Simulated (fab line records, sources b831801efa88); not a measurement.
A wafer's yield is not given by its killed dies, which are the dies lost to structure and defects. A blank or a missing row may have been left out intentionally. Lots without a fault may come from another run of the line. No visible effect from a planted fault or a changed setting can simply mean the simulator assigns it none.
fab line records	flow sky130
record lots=10	wafers=30	last-day=49
route steps=708 shown LOCAL_INTERCONNECT@399 CONTACT@421 PAD_OPEN@708
lots that met no fault: taken from a fault-free run of the same line
start-h: the number of hours between the record's first day and the start of the first shown wafer of the lot	wait-h: hours from the lot's prior step to this one	" repeats the value in the row above	L1.1+2: a row that stands for several wafers	- no value present, or no start provided	* or withheld: withheld	< > ~ a bound
route shown NAME@n: names a module that has steps shown in the file, with the first one's number in the route	usual: mean/standard deviation of fault-free wafers	same: alike in all rows	chamber/n: place in a boat	sites: the reading at each site	_std_site: how widely they spread, as a standard deviation	_edge_site: inner sites' mean taken away from outer sites' mean	radius-mm: for every site, how far away it sits from the centre of the wafer	mask NAME#n: copy n	behind: tool/chamber where the wafer was last shaped	hold: why the lot went on hold/how many hours it stayed there/how the hold came to an end	device: transistor that didn't switch, given as n, p or np	end of line: at the end of the route, the tests of the same wafers	a step without rows: its recipe alone	killed: dies that structure and defects cost at the first sort, which is not the same as the wafer's yield	map: dies across one wafer; x = killed, . = not, _ = none there
set.NAME: setting as actually run; set.NAME@STEP: the setting as run at that earlier step	model.NAME: the simulator's own value behind a step, which no gauge read
a sample of lots followed through the steps of the route, with each step as a table and each wafer as a row
services: a tool's chamber out of use, with start hour (start-h, from the record's first day; less than 0 if before it), hours out, and reason
## steps
# step SKY_LOCAL_INTERCONNECT_OVL_MEAS_12
# usual LOCAL_INTERCONNECT_OVL=1/5.4
lot.wafer	tool	chamber	start-h	wait-h	LOCAL_INTERCONNECT_OVL[nm]
L823.1	overlay-02	-	703.25	0.1	4
L823.2	"	-	"	"	-4
L823.6	"	-	"	"	-6
L826.3	overlay-01	-	734.22	0.1	2
L826.4	"	-	"	"	3
L826.5	"	-	"	"	2
L828.1	overlay-01	-	753.48	0.1	4
L828.4	"	-	"	"	-7
L828.6	"	-	"	"	-5
L833.1	overlay-01	-	793.43	0.1	6
L833.3	"	-	"	"	-3
L833.4	"	-	"	"	1
L834.2	overlay-02	-	800.47	0.1	8
L834.3	"	-	"	"	8
L834.4	"	-	"	"	5
L835.3	overlay-01	-	805.39	0.1	0
L835.4	"	-	"	"	8
L835.6	"	-	"	"	10
L836.2	overlay-02	-	811.37	0.1	-2
L836.3	"	-	"	"	-4
L836.5	"	-	"	"	-5
L838.2	overlay-02	-	819.24	0.1	-6
L838.5	"	-	"	"	-4
L838.6	"	-	"	"	-11
L839.2	overlay-01	-	836.61	0.1	-1
L839.5	"	-	"	"	1
L839.6	"	-	"	"	-3
L840.1	overlay-01	-	837.55	0.1	5
L840.4	"	-	"	"	7
L840.5	"	-	"	"	6
# step SKY_LOCAL_INTERCONNECT_ETCH_13
# recipe chemistry=N2/H2	target=BARC	ion-energy-ev=200	bias-w=100	pressure-mtorr=30	n2-flow-sccm=100	h2-flow-sccm=200	icp-w=500	stop-on=SiO2	time-s=45.9	target-depth-a=600
# usual bias-w=99.99/0.27	chamber-pressure-mTorr=30.001/0.027	drypump-motor-current-A=6.0/0.36	he-backside-leak-sccm=3.4/0.35	oes-product-au=0.855/0.005	throttle-valve-pct=13.225/0.009
lot.wafer	tool	chamber	start-h	wait-h	bias-w	chamber-pressure-mTorr	drypump-motor-current-A	he-backside-leak-sccm	oes-product-au	rf-hours-counter-h	throttle-valve-pct
L823.1	rie-metal-03	1	703.29	0.0	99.84	29.969	6.2	3.5	0.850	10	13.241
L823.2	"	0	"	"	100.01	30.077	6.4	3.5	0.857	3	13.232
L823.6	"	0	"	"	99.78	29.995	6.4	3.4	0.855	-	13.224
L826.3	rie-metal-02	0	734.27	0.0	99.49	29.973	6.0	3.5	0.859	-	13.233
L826.4	"	1	"	"	99.70	29.991	5.3	3.3	0.857	-	13.232
L826.5	"	1	"	"	99.87	29.977	5.3	3.4	0.854	-	13.232
L828.1	rie-metal-02	1	753.52	0.0	100.04	30.029	5.3	3.3	0.864	16	13.221
L828.4	"	1	"	"	100.24	29.975	5.3	3.3	0.861	-	13.224
L828.6	"	0	"	"	100.31	29.938	6.0	3.6	0.843	-	13.221
L833.1	rie-metal-03	1	793.47	0.0	100.17	30.032	6.2	3.4	0.853	12	13.216
L833.3	"	0	"	"	99.67	30.000	6.4	3.4	0.855	-	13.227
L833.4	"	1	"	"	100.14	30.017	6.1	3.2	0.855	-	13.235
L834.2	rie-metal-04	0	800.50	0.0	100.48	29.999	6.1	3.5	0.855	14	13.226
L834.3	"	0	"	"	99.87	30.005	6.2	3.5	0.853	-	13.219
L834.4	"	1	"	"	99.91	30.034	5.5	3.1	0.850	-	13.227
L835.3	rie-metal-02	1	805.44	0.0	99.85	30.001	5.3	3.2	0.862	-	13.242
L835.4	"	0	"	"	100.03	30.029	6.0	3.5	0.847	-	13.221
L835.6	"	1	"	"	100.26	30.043	5.3	3.0	0.852	-	13.234
L836.2	rie-metal-03	1	811.40	0.0	99.48	29.990	6.2	3.6	0.856	13	13.220
L836.3	"	1	"	"	100.27	29.995	6.2	3.4	0.845	-	13.215
L836.5	"	1	"	"	99.85	29.995	6.2	3.6	0.856	-	13.223
L838.2	rie-metal-04	0	819.27	0.0	-	-	-	-	-	-	-
L838.5	"	0	"	"	-	-	-	-	-	-	-
L838.6	"	1	"	"	-	-	-	-	-	-	-
L839.2	rie-metal-03	0	836.64	0.0	-	-	-	-	-	-	-
L839.5	"	1	"	"	-	-	-	-	-	-	-
L839.6	"	0	"	"	-	-	-	-	-	-	-
L840.1	rie-metal-04	1	837.59	0.0	-	-	-	-	-	-	-
L840.4	"	0	"	"	-	-	-	-	-	-	-
L840.5	"	0	"	"	-	-	-	-	-	-	-
# step SKY_LOCAL_INTERCONNECT_METAL_ETCH_14
# recipe target-depth-nm=110	stop-on=PSG	chemistry=Cl2/BCl3	target=TiN	resist-sidewall-deg=88	pressure-mtorr=10	icp-w=900	bias-w=48.5	Cl2_flow_sccm=60	bcl3-flow-sccm=30	time-s=31.4
# usual bcl3-flow-sccm=29.99/0.087	bias-w=48.49/0.15	drypump-motor-current-A=6.0/0.36	he-backside-leak-sccm=3.4/0.33	oes-product-au=0.946/0.0097	throttle-valve-pct=21.898/0.01
lot.wafer	tool	chamber	start-h	wait-h	bcl3-flow-sccm	bias-w	drypump-motor-current-A	he-backside-leak-sccm	oes-product-au	rf-hours-counter-h	throttle-valve-pct
L823.1	rie-metal-03	1	703.35	0.0	29.85	48.41	6.1	3.4	0.962	10	21.888
L823.2	"	0	"	"	30.04	48.40	6.4	3.2	0.940	3	21.892
L823.6	"	0	"	"	30.05	48.34	6.4	3.1	0.958	-	21.903
L826.3	rie-metal-02	0	734.33	0.0	30.04	48.32	5.9	3.5	0.929	-	21.911
L826.4	"	1	"	"	29.94	48.76	5.3	3.4	0.946	-	21.906
L826.5	"	1	"	"	30.01	48.71	5.3	3.3	0.933	-	21.918
L828.1	rie-metal-02	1	753.58	0.0	30.05	48.41	5.3	3.3	0.946	16	21.905
L828.4	"	1	"	"	29.88	48.39	5.3	3.4	0.959	-	21.879
L828.6	"	0	"	"	30.05	48.49	5.9	3.3	0.941	-	21.902
L833.1	rie-metal-03	1	793.53	0.0	30.24	48.42	6.1	3.6	0.949	12	21.882
L833.3	"	0	"	"	29.97	48.34	6.4	3.8	0.960	-	21.889
L833.4	"	1	"	"	30.22	48.27	6.2	3.3	0.954	-	21.887
L834.2	rie-metal-04	0	800.56	0.0	29.87	48.35	6.2	3.6	0.966	14	21.888
L834.3	"	0	"	"	29.87	48.50	6.2	3.6	0.943	-	21.900
L834.4	"	1	"	"	29.98	48.61	5.5	3.1	0.958	-	21.892
L835.3	rie-metal-02	1	805.50	0.0	29.90	48.62	5.3	3.4	0.939	-	21.913
L835.4	"	0	"	"	29.84	48.48	5.9	3.4	0.949	-	21.899
L835.6	"	1	"	"	29.94	48.73	5.3	3.3	0.940	-	21.897
L836.2	rie-metal-03	1	811.46	0.0	30.05	48.38	6.1	3.4	0.936	13	21.910
L836.3	"	1	"	"	29.97	48.33	6.2	3.5	0.932	-	21.903
L836.5	"	1	"	"	30.04	48.46	6.2	3.5	0.931	-	21.928
L838.2	rie-metal-04	0	819.33	0.0	30.08	48.47	6.1	3.4	0.377	15	22.273
L838.5	"	0	"	"	30.01	48.31	6.2	3.4	0.370	-	22.263
L838.6	"	1	"	"	29.84	48.53	5.5	2.9	0.372	-	22.264
L839.2	rie-metal-03	0	836.70	0.0	29.92	48.46	6.4	3.5	0.379	7	22.259
L839.5	"	1	"	"	30.17	48.45	6.1	3.4	0.370	-	22.257
L839.6	"	0	"	"	29.85	48.44	6.4	3.7	0.367	-	22.264
L840.1	rie-metal-04	1	837.65	0.0	30.09	48.32	5.5	3.1	0.374	18	22.271
L840.4	"	0	"	"	29.89	48.35	6.1	3.5	0.373	-	22.269
L840.5	"	0	"	"	29.90	48.37	6.1	3.6	0.376	-	22.272
# step SKY_LOCAL_INTERCONNECT_STRIP_15
# recipe chemistry=O2/N2	power-w=1400	pressure-mtorr=1500	platen-temp-c=withheld	o2-flow-sccm=3000	n2-flow-sccm=300	overash-fraction=0.5
# usual drypump-motor-current-A=6.2/0.65	oes-product-au=0.427/0.0045	strip-time-to-endpoint-s=4.731/0.019
lot.wafer	tool	chamber	start-h	wait-h	drypump-motor-current-A	oes-product-au	rf-hours-counter-h	strip-time-to-endpoint-s
L823.1	plasma-asher-01	0	703.40	0.0	5.9	0.431	31	4.745
L823.2	"	1	"	"	6.6	0.425	31	4.709
L823.6	"	0	"	"	5.9	0.426	-	4.728
L826.3	plasma-asher-01	1	734.39	0.1	6.6	0.425	-	4.727
L826.4	"	0	"	"	5.9	0.425	-	4.739
L826.5	"	1	"	"	6.7	0.432	-	4.733
L828.1	plasma-asher-01	1	753.63	0.0	6.7	0.426	36	4.723
L828.4	"	1	"	"	6.7	0.428	-	4.723
L828.6	"	1	"	"	6.7	0.424	-	4.689
L833.1	plasma-asher-04	0	793.58	0.0	6.3	0.427	62	4.752
L833.3	"	0	"	"	6.3	0.430	-	4.724
L833.4	"	1	"	"	4.7	0.427	-	4.726
L834.2	plasma-asher-04	1	800.61	0.0	4.7	0.428	63	4.743
L834.3	"	1	"	"	4.7	0.432	-	4.746
L834.4	"	0	"	"	6.3	0.425	-	4.737
L835.3	plasma-asher-03	1	805.56	0.1	6.7	0.426	-	4.754
L835.4	"	0	"	"	6.4	0.423	-	4.708
L835.6	"	1	"	"	6.7	0.422	-	4.756
L836.2	plasma-asher-01	0	811.51	0.0	5.9	0.432	42	4.735
L836.3	"	1	"	"	6.6	0.440	-	4.744
L836.5	"	1	"	"	6.6	0.420	-	4.762
L838.2	plasma-asher-04	1	819.38	0.0	4.7	0.455	65	5.157
L838.5	"	0	"	"	6.3	0.445	-	5.161
L838.6	"	1	"	"	4.7	0.435	-	5.145
L839.2	plasma-asher-03	1	836.75	0.0	6.7	0.457	9	5.207
L839.5	"	0	"	"	6.5	0.441	-	5.187
L839.6	"	1	"	"	6.7	0.440	-	5.202
L840.1	plasma-asher-01	1	837.70	0.0	6.7	0.451	45	5.189
L840.4	"	1	"	"	6.7	0.445	-	5.183
L840.5	"	1	"	"	6.6	0.446	-	5.183
# step SKY_CONTACT_OVL_MEAS_15
# usual CONTACT_OVL=-2/5.6
lot.wafer	tool	chamber	start-h	wait-h	CONTACT_OVL[nm]
L823.1	overlay-02	-	732.36	0.1	-4
L823.2	"	-	"	"	-11
L823.6	"	-	"	"	-8
L826.3	overlay-01	-	762.72	0.1	-7
L826.4	"	-	"	"	-3
L826.5	"	-	"	"	-3
L828.1	overlay-01	-	781.53	0.1	4
L828.4	"	-	"	"	-1
L828.6	"	-	"	"	3
L833.1	overlay-02	-	821.61	0.1	0
L833.3	"	-	"	"	0
L833.4	"	-	"	"	-3
L834.2	overlay-02	-	828.85	0.1	3
L834.3	"	-	"	"	-1
L834.4	"	-	"	"	8
L835.3	overlay-02	-	832.39	0.1	-11
L835.4	"	-	"	"	-9
L835.6	"	-	"	"	-6
L836.2	overlay-02	-	838.69	0.1	-5
L836.3	"	-	"	"	0
L836.5	"	-	"	"	-3
# step SKY_CONTACT_ETCH_17
# recipe target=SiO2	chemistry=C4F8/O2/Ar	stop-on=Si3N4	mask-material=KrF-thick	source-w=1500	bias-w=1200	pressure-mtorr=40	c4f8-flow-sccm=withheld	O2_flow_sccm=6	Ar_flow_sccm=300	time-s=withheld	target-depth-a=3400
# usual bias-w=1200/3.5	chamber-pressure-mTorr=40.00/0.032	oes-product-au=0.892/0.005
lot.wafer	tool	chamber	start-h	wait-h	bias-w	chamber-pressure-mTorr	oes-product-au
L823.1	rie-diel-01	1	732.44	0.0	1199	40.04	0.891
L823.2	"	2	"	"	1199	39.97	0.901
L823.6	"	0	"	"	1207	39.98	0.887
L826.3	rie-diel-03	1	762.79	0.0	1200	40.01	0.891
L826.4	"	2	"	"	1195	40.00	0.888
L826.5	"	2	"	"	1189	40.05	0.895
L828.1	rie-diel-03	3	781.61	0.0	1200	40.02	0.890
L828.4	"	1	"	"	1204	40.01	0.895
L828.6	"	2	"	"	1199	40.04	0.891
L833.1	rie-diel-04	0	821.69	0.0	1196	40.03	0.898
L833.3	"	3	"	"	1200	39.96	0.894
L833.4	"	2	"	"	1204	39.98	0.893
L834.2	rie-diel-04	3	828.92	0.0	1194	40.03	0.901
L834.3	"	2	"	"	1201	40.02	0.890
L834.4	"	1	"	"	1199	40.01	0.895
L835.3	rie-diel-01	2	832.46	0.0	1199	40.00	0.895
L835.4	"	3	"	"	1198	39.95	0.898
L835.6	"	2	"	"	1200	40.01	0.893
L836.2	rie-diel-03	3	838.76	0.0	1198	39.99	0.888
L836.3	"	2	"	"	1202	40.05	0.895
L836.5	"	2	"	"	1204	39.99	0.895
# step SKY_PAD_OPEN_PROBE_99
# usual killed_at_M0_to_M3=42/7	killed_at_M4_up=2.8/1.8	killed-at-contacts=24/5.8	killed-at-front-end=15/4.8	killed-at-other=0.3/0.56	killed-dies=84/11	killed-on-rim=17/4.2	killed-open=46/7.8	killed-short=38/6.3
# same gross-dies=492	killed-at-back-side=0
lot.wafer	tool	chamber	start-h	wait-h	killed_at_M0_to_M3	killed_at_M4_up	killed-at-contacts	killed-at-front-end	killed-at-other	killed-dies	killed-on-rim	killed-open	killed-short
L838.2	prober-02	-	1158.78	0.1	55	0	420	17	0	492	96	55	47
L838.5	prober-02	-	1158.93	0.2	40	1	434	17	0	492	96	38	39
L838.6	prober-02	-	1158.98	0.2	45	3	426	18	0	492	96	45	42
L839.2	prober-01	-	1170.64	0.1	46	4	428	14	0	492	96	48	45
L839.5	prober-01	-	1170.79	0.2	39	2	435	16	0	492	96	41	40
L839.6	prober-01	-	1170.84	0.2	40	2	440	10	0	492	96	38	29
L840.1	prober-02	-	1170.94	0.1	28	3	445	15	1	492	96	35	39
L840.4	prober-02	-	1171.09	0.2	42	3	432	15	0	492	96	51	31
L840.5	prober-02	-	1171.14	0.2	34	1	444	13	0	492	96	37	37
# killed by level:class
L838.2 LOCAL_INTERCONNECT:area-etch=390 VIA1:geometric-particle:open=17 VIA3:geometric-particle:open=7 CONTACT:geometric-particle:short=7 VIA1:geometric-particle:short=7 LOCAL_INTERCONNECT:geometric-particle:short=6 POLY_GATE:geometric-particle:open=6 CONTACT:geometric-particle:open=6
L838.5 LOCAL_INTERCONNECT:area-etch=415 VIA1:geometric-particle:short=9 LI_CONTACT:geometric-particle:open=8 FIELD_ISO:geometric-particle:short=7 VIA1:geometric-particle:open=6 VIA2:geometric-particle:open=5 VIA3:geometric-particle:open=5 FIELD_ISO:geometric-particle:open=4
L838.6 LOCAL_INTERCONNECT:area-etch=405 VIA1:geometric-particle:open=12 CONTACT:geometric-particle:open=9 METAL1:geometric-particle:short=7 FIELD_ISO:geometric-particle:short=6 VIA2:geometric-particle:open=6 POLY_GATE:geometric-particle:short=5 VIA3:geometric-particle:open=5
L839.2 LOCAL_INTERCONNECT:area-etch=398 VIA1:geometric-particle:open=15 LOCAL_INTERCONNECT:geometric-particle:short=10 CONTACT:geometric-particle:open=9 VIA2:geometric-particle:short=6 LI_CONTACT:geometric-particle:open=6 VIA3:geometric-particle:open=6 METAL2:geometric-particle:short=4
L839.5 LOCAL_INTERCONNECT:area-etch=411 CONTACT:geometric-particle:open=8 VIA1:geometric-particle:open=8 LOCAL_INTERCONNECT:geometric-particle:short=6 VIA2:geometric-particle:open=6 POLY_GATE:geometric-particle:open=5 POLY_GATE:geometric-particle:short=5 METAL1:geometric-particle:short=5
L839.6 LOCAL_INTERCONNECT:area-etch=424 VIA1:geometric-particle:open=11 CONTACT:geometric-particle:short=7 LI_CONTACT:geometric-particle:open=5 VIA1:geometric-particle:short=5 VIA3:geometric-particle:open=5 VIA3:geometric-particle:short=4 METAL2:geometric-particle:short=4
L840.1 LOCAL_INTERCONNECT:area-etch=418 CONTACT:geometric-particle:open=10 LOCAL_INTERCONNECT:geometric-particle:short=6 LI_CONTACT:geometric-particle:open=5 VIA1:geometric-particle:open=5 METAL1:geometric-particle:short=4 VIA1:geometric-particle:short=4 VIA2:geometric-particle:open=4
L840.4 LOCAL_INTERCONNECT:area-etch=410 CONTACT:geometric-particle:open=11 VIA1:geometric-particle:open=11 VIA1:geometric-particle:short=7 VIA3:geometric-particle:open=7 VIA2:geometric-particle:open=7 LI_CONTACT:geometric-particle:open=6 POLY_GATE:geometric-particle:open=5
L840.5 LOCAL_INTERCONNECT:area-etch=418 VIA1:geometric-particle:open=12 CONTACT:geometric-particle:short=8 LI_CONTACT:geometric-particle:open=7 CONTACT:geometric-particle:open=5 VIA3:geometric-particle:open=5 LI_CONTACT:geometric-particle:short=4 VIA2:geometric-particle:short=4
## services
tool	chamber	start-h	hours	kind
rie-diel-01	0	684.13	2.4	repair
rie-metal-02	1	696.14	12.9	repair
plasma-asher-01	-	721.63	1.6	repair
rie-diel-03	2	725.37	-	clean
rie-diel-03	2	725.37	13.7	scheduled-down
rie-diel-03	2	725.37	13.7	vent-cycle
plasma-asher-03	-	733.75	9.0	pm
rie-diel-04	1	743.46	4.8	repair
rie-diel-04	3	746.01	5.6	repair
rie-diel-01	2	749.32	10.4	repair
rie-diel-01	-	759.41	0.7	repair
rie-diel-01	2	759.84	1.7	repair
rie-metal-02	1	763.81	-	clean
rie-metal-02	1	763.81	18.3	scheduled-down
rie-metal-02	1	763.81	18.3	vent-cycle
rie-diel-01	1	767.06	5.5	repair
rie-diel-03	0	770.93	-	clean
rie-diel-03	0	770.93	22.9	scheduled-down
rie-diel-01	-	803.53	0.2	repair
plasma-asher-03	-	806.11	4.6	repair
rie-diel-04	-	807.03	14.6	pm
rie-metal-02	-	819.87	4.3	pm
plasma-asher-04	-	822.80	3.4	repair
rie-diel-04	0	835.25	19.0	repair
## key
first-sign step=SKY_LOCAL_INTERCONNECT_ETCH_13	reading=tool-record	direction=missing
effect step=SKY_LOCAL_INTERCONNECT_METAL_ETCH_14	reading=oes-product-au	direction=down	sigmas=59	usual=0.946	struck=0.373
effect step=SKY_LOCAL_INTERCONNECT_STRIP_15	reading=strip-time-to-endpoint-s	direction=up	sigmas=23	usual=*	struck=*
effect step=SKY_PAD_OPEN_PROBE_99	reading=killed-at-contacts	direction=up	sigmas=71	usual=24	struck=434
more-kills-born-at SKY_LOCAL_INTERCONNECT_ETCH_13@rie-metal-04=2456	SKY_LOCAL_INTERCONNECT_ETCH_13@rie-metal-03=1233
met-at SKY_LOCAL_INTERCONNECT_ETCH_13
struck-lots L838,L839,L840
later-rows-left-out L838.2,L838.5,L838.6,L839.2,L839.5,L839.6,L840.1,L840.4,L840.5
tester-left-out L838,L839,L840
not-acting-at SKY_LOCAL_INTERCONNECT_OVL_MEAS_12,SKY_CONTACT_OVL_MEAS_15,SKY_CONTACT_ETCH_17
onset-between 811.40 819.27
fault kind=skipped-step-whole	tool=rie-metal-03,rie-metal-04	chamber=-	onset-h=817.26	steps=SKY_LOCAL_INTERCONNECT_ETCH_13	scope=struck-lots-only
# tester-left-out: of these lots the tester's yield and bins aren't shown, on N5 and GAA mostly nor the transistor test; their killed dies are dies lost to structure and defects alone, not to doping, threshold or leakage, so they don't give the yield
# later-rows-left-out: the simulator's readings of these wafers behind a module that went badly wrong aren't trusted and aren't shown, but for the sort
